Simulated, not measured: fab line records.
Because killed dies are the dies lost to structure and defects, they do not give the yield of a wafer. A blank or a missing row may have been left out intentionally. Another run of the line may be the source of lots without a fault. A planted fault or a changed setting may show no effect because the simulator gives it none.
Problem report in the 8D (eight disciplines) form, filled by code | flow gf180mcu | the parts of the form that need people (team, actions taken, sign-off) are left out

## 1. WHAT IS WRONG
Mean of dose-ions-cm2 at GF_VT_IMPLANT_IMPLANT_08: 8.669e+12 across 6 wafers in 2 lots; on wafers with no fault it is 8.291e+12 (standard deviation 1e+10). That puts it +38 standard deviations away from the usual mean.
Seen first at day 9 06:47 on implanter-01, wafer L617.2. Wafers with a number at this step in the record: 18, from 6 lots. The rule behind "out" and "out of limits": a value lying over 4 standard deviations away from the usual mean. The other wafers with a number count as sound.

## 2. WHAT IT IS, AND WHAT IT ISN'T
question                    | is                     | is not
which readings at this step | dose-ions-cm2          | beam-energy-keV, end-station-pressure-torr
which lots                  | L617, L619             | L604, L613, L624, L626
which wafers of those lots  | all that have a number | -
read on which tools         | implanter-01           | implanter-03, implanter-04
when                        | from day 9 06:47       | up to then (6 sound wafers); but 6 sound wafers of L624, L626 came after

## 3. WHAT RULES OUT EACH SUSPECT
Counting: a tool stays on the suspect list if, at a process step up to the reading, it processed all lots that are out and no sound lot following the first of them.
- plasma-asher-02 at GF_MVPSD_STRIP_10 (strips in O2/N2): ruled out as a lasting fault. After its first lot that is out, L617 (day 8 12:46), sound lots L626 ran on it.
- implanter-01 at GF_VT_IMPLANT_IMPLANT_08: kept. All lots that are out passed through it, beginning with L617 at day 9 06:47, and no sound lot followed; its final sound lot before that point was L613 at day 8 05:22. Its own readings are out on those wafers: dose-ions-cm2.
Left after counting: implanter-01 at GF_VT_IMPLANT_IMPLANT_08.

## 4. THE CAUSE (what the simulator had put in)
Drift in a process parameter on implanter-01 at GF_VT_IMPLANT_IMPLANT_08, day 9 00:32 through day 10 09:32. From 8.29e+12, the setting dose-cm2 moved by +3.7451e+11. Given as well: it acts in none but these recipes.
After counting, this tool was the only one left.

## 5. THE EFFECT CHAIN, in route order
Each row: a reading where the mean over the struck wafers with a number is more than 3 standard deviations away from the usual. Only readings whose record carries a usual standard deviation are examined. hours: median over the lots of the time between each lot's start at the first step of this table that gives one and its start at this step. sigmas: the change, counted in usual standard deviations.
hours | step                     | reading       | usual     | on struck wafers | change     | sigmas
0     | GF_VT_IMPLANT_IMPLANT_08 | dose-ions-cm2 | 8.291e+12 | 8.669e+12        | +3.782e+11 | +38
It contains these process steps:
- GF_VT_IMPLANT_IMPLANT_08

## 6. HOW IT WOULD HAVE BEEN CAUGHT EARLIER
In this record the first reading out of limits was taken at day 9 06:47, 6 hours after the fault began at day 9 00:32.
